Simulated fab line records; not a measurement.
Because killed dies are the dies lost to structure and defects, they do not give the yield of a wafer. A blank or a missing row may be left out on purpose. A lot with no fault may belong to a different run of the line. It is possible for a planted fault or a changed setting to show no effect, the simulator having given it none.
Code-filled problem report in 8D (eight disciplines) form ; flow sky130 ; the parts of the form that need people (team, actions taken, sign-off) are left out

1. THE PROBLEM
dose-ions-cm2 at SKY_LDD_LDN_IMPLANT_09 reads a mean of 1.0949e+13 on 6 wafers of 2 lots; wafers without a fault read 1.2498e+13 with a standard deviation of 1.4e+10. That is -99 or more standard deviations from the usual mean.
Seen first at day 26 22:43 on implanter-01, wafer L443.1. The record has a number at this step for 39 wafers belonging to 13 lots. Rule for "out" (also "out of limits"): further than 4 standard deviations from the usual mean. Any other wafer with a number is counted as sound.

2. WHAT IT IS; WHAT IT IS NOT
question;is;is not
which readings at this step;dose-ions-cm2, faraday-current-uA;-
which lots;L443, L444;L434, L435, L436, L439, L442, L448, L449, L450, L452, L453, L454
which wafers of those lots;all that have a number;-
read on which tools;implanter-01;implanter-02, implanter-04
when;from day 26 22:43;"up to then (15 sound wafers); but 18 sound wafers of L448, L449, L450, L452, L453, L454 came after"

3. SUSPECTS, AND WHAT RULES EACH OUT
Counting: a tool stays on the suspect list if, at a process step up to the reading, it processed all lots that are out and no sound lot following the first of them.
- implanter-01 at SKY_LDD_LDN_IMPLANT_09: ruled out as a lasting fault. Sound lots L452, L454 ran on it after its first lot that is out, L443 (day 26 22:43).
Left after counting: nothing in the record.

4. THE CAUSE (what the simulator had put in)
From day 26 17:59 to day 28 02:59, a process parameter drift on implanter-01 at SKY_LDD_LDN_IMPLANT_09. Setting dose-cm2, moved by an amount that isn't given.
Counting ruled it out, wrongly.

5. SEQUENCE OF EFFECTS, ordered by route
One row per reading whose mean, taken over the struck wafers that have a number, lies over 3 standard deviations from the usual. Only readings whose record carries a usual standard deviation are examined. hours: median over the lots of the time between each lot's start at the first step of this table that gives one and its start at this step. sigmas: the change, counted in usual standard deviations.
hours;step;reading;usual;on struck wafers;change;sigmas
0;SKY_LDD_LDN_IMPLANT_09;dose-ions-cm2;1.2498e+13;1.0949e+13;-1.5493e+12;-99 or more
0;SKY_LDD_LDN_IMPLANT_09;faraday-current-uA;70.6;61.7;-8.9;-6.4
Here are the process steps it includes:
- SKY_LDD_LDN_IMPLANT_09

6. WHAT WOULD HAVE CAUGHT IT SOONER
In this record no reading fell out of limits until day 26 22:43, 5 hours after the fault had begun at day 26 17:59.
